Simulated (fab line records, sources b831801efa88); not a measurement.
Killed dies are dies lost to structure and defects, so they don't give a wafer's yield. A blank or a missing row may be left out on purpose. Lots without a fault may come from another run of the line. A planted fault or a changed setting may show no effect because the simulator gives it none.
Which tool did it? | flow gf180mcu | 11 lots, 32 wafers sampled, at 2 steps of a route of 602

WHAT THE GAUGES READ, wafer by wafer
GF_V5_BOW_MEAS_05.
lot  | measured     | on            | V5_BOW (um)
L590 | day 27 11:41 | film_metro-04 | 130 134 136
L593 | day 28 11:44 | film_metro-03 | 133 123 131
L594 | day 28 14:43 | film_metro-02 | 126 135 132
L595 | day 29 01:38 | film_metro-04 | 160 174 163
L600 | day 30 12:10 | film_metro-04 | 127 122
L601 | day 30 15:48 | film_metro-04 | 142 132 127
L602 | day 31 01:43 | film_metro-02 | 129 129 117
L603 | day 31 05:55 | film_metro-03 | 123 118 138
L608 | day 32 10:30 | film_metro-04 | 142 145 144
L609 | day 32 17:37 | film_metro-02 | 147 139 147
L610 | day 32 18:47 | film_metro-02 | 156 140 164

WHICH TOOL RAN EACH LOT (tool, then ch and the chambers of the sampled wafers, then the start)
lot  | GF_M5_PEB_05
L590 | litho_track-01 ch 0, day 27 11:41 or earlier
L593 | litho_track-04 ch 0, day 28 11:44 or earlier
L594 | litho_track-04 ch 0, day 28 14:43 or earlier
L595 | litho_track-02 ch 0, day 29 01:38 or earlier
L600 | litho_track-01 ch 0, day 30 12:10 or earlier
L601 | litho_track-02 ch 0, day 30 15:48 or earlier
L602 | litho_track-04 ch 0, day 31 01:43 or earlier
L603 | litho_track-01 ch 0, day 31 05:55 or earlier
L608 | litho_track-04 ch 0, day 32 10:30 or earlier
L609 | litho_track-01 ch 0, day 32 17:37 or earlier
L610 | litho_track-04 ch 0, day 32 18:47 or earlier
- GF_M5_PEB_05: peb time 91.37 s.

THE ANSWER, worked out from the rows above alone
Rule: what is usual is taken from the lots themselves. Put in order of their means at a reading, lots are off if they are a third of the lots or fewer, leave a main group of 4 or more, and stand apart from it by a gap of 3 or more times the standard deviation of the main group's means; of several such gaps the widest counts. A main group whose means are all the same, to the digits that the tables above print for the reading, isn't used. A lot without any number at a reading at which 4 lots or more have one is off too. The other lots that the step has rows for count as sound.
No lot is off at any reading shown: from this, nothing can be told.

WHAT THE SIMULATOR HAD PUT IN
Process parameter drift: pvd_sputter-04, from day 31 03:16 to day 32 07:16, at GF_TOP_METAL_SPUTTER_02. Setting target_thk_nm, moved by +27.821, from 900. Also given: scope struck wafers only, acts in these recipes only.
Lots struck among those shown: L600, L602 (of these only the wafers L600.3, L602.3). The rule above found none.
